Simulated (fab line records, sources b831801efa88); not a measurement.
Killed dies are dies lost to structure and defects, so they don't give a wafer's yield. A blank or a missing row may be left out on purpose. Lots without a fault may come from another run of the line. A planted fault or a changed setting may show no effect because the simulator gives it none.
A struck lot beside a sound one | flow sky130 | 17 steps out of a route of 708
Sound: wafers L960.1, L960.2, L960.4. Struck: wafers L958.3, L958.4, L958.6. The cause comes at the end.
At each step with rows: each side's tool, then ch and its chambers, then its first start. Under that, the readings that differ: sound wafers | struck wafers | difference of the means | sigmas: that difference in standard deviations of wafers without a fault.
alike: readings whose means differ by less than 2 such deviations, and words and numbers that are the same on both sides. not compared: withheld readings, readings that some wafer has no value for, bounds like >300 that may hide the same value, and numbers for which the record gives no deviation and whose values overlap.
The two part at a step that has a row with sigmas, a row that says differs or no value, or rows on one side only. Numbers that don't overlap but have no deviation are shown without sigmas and don't part them. A reading that every wafer of one side lacks parts them only if that side has two wafers or more.

SKY_VT_ADJUST_HVTP_OVL_MEAS_08:
  sound on overlay-01, day 9 20:31; struck on overlay-01, day 9 11:44
  alike: VT_ADJUST_HVTP_OVL
then, 1 step without rows for these wafers: SKY_VT_ADJUST_HVTP_IMPLANT_09.
SKY_VT_ADJUST_HVTP_STRIP_10: strips in O2/N2.
  sound on plasma_asher-03 ch 0,1, day 9 20:43; struck on plasma_asher-02 ch 0,1, day 9 11:56
  reading                     | sound       | struck      | difference | sigmas
  drypump_motor_current_A (A) | 5.3 5.8 5.3 | 6.8 6.1 6.8 | +1.1       | +2
  alike: oes_product_au, strip_time_to_endpoint_s
  not compared: rf_hours_counter_h
SKY_VT_ADJUST_HVTP_TW_MEAS_11:
  sound on film_metro-03, day 9 20:49; struck on film_metro-01, day 9 12:01
  reading           | sound          | struck         | difference | sigmas
  VT_ADJUST_HVTP_TW | 1332 1341 1339 | 1381 1374 1386 | +43        | +3
then, 7 steps without rows for these wafers: SKY_VT_ADJUST_LVTN_DEHYDRATE_00 (time 60 s); SKY_VT_ADJUST_LVTN_HMDS_01 (prime time 60 s); SKY_VT_ADJUST_LVTN_COAT_02 (resist thk 3000 nm); SKY_VT_ADJUST_LVTN_SOFTBAKE_03; SKY_VT_ADJUST_LVTN_EXPOSE_04 (exposes mask NWM COMPLEMENT LESS NATIVE, target cd 840 nm); SKY_VT_ADJUST_LVTN_PEB_05; SKY_VT_ADJUST_LVTN_DEVELOP_06 (develop time 60 s).
SKY_VT_ADJUST_LVTN_OVL_MEAS_07:
  sound on overlay-02, day 10 20:24; struck on overlay-02, day 10 09:10
  alike: VT_ADJUST_LVTN_OVL
SKY_VT_ADJUST_LVTN_IMPLANT_08:
  sound on implanter-03 ch 0, day 10 20:26; struck on implanter-01 ch 0, day 10 09:14
  reading            | sound                            | struck                           | difference  | sigmas
  dose_ions_cm2      | 1.5715e+12 1.5705e+12 1.5711e+12 | 1.1109e+12 1.1091e+12 1.1112e+12 | -4.6063e+11 | -99 or more
  faraday_current_uA | 9.16 8.71 8.74                   | 6.09 6.31 6.26                   | -2.65       | -16
SKY_VT_ADJUST_LVTN_STRIP_09: strips in O2/N2.
  sound on plasma_asher-01 ch 0,1, day 10 20:35; struck on plasma_asher-04 ch 0,1, day 10 09:22
  alike: drypump_motor_current_A, oes_product_au, strip_time_to_endpoint_s
  not compared: rf_hours_counter_h
SKY_VT_ADJUST_LVTN_TW_MEAS_10:
  sound on film_metro-03, day 10 20:41; struck on film_metro-01, day 10 09:27
  reading           | sound       | struck      | difference | sigmas
  VT_ADJUST_LVTN_TW | 239 241 240 | 223 223 221 | -18        | -5
then, 2 steps without rows for these wafers: SKY_VT_ADJUST_LVTN_DEHYDRATE_11 (time 60 s); SKY_PAD_OPEN_PROBE_99.

WHERE THEY PART
First at SKY_VT_ADJUST_HVTP_STRIP_10; last, within this record, at SKY_VT_ADJUST_LVTN_TW_MEAS_10.

WHY: what the simulator had put in
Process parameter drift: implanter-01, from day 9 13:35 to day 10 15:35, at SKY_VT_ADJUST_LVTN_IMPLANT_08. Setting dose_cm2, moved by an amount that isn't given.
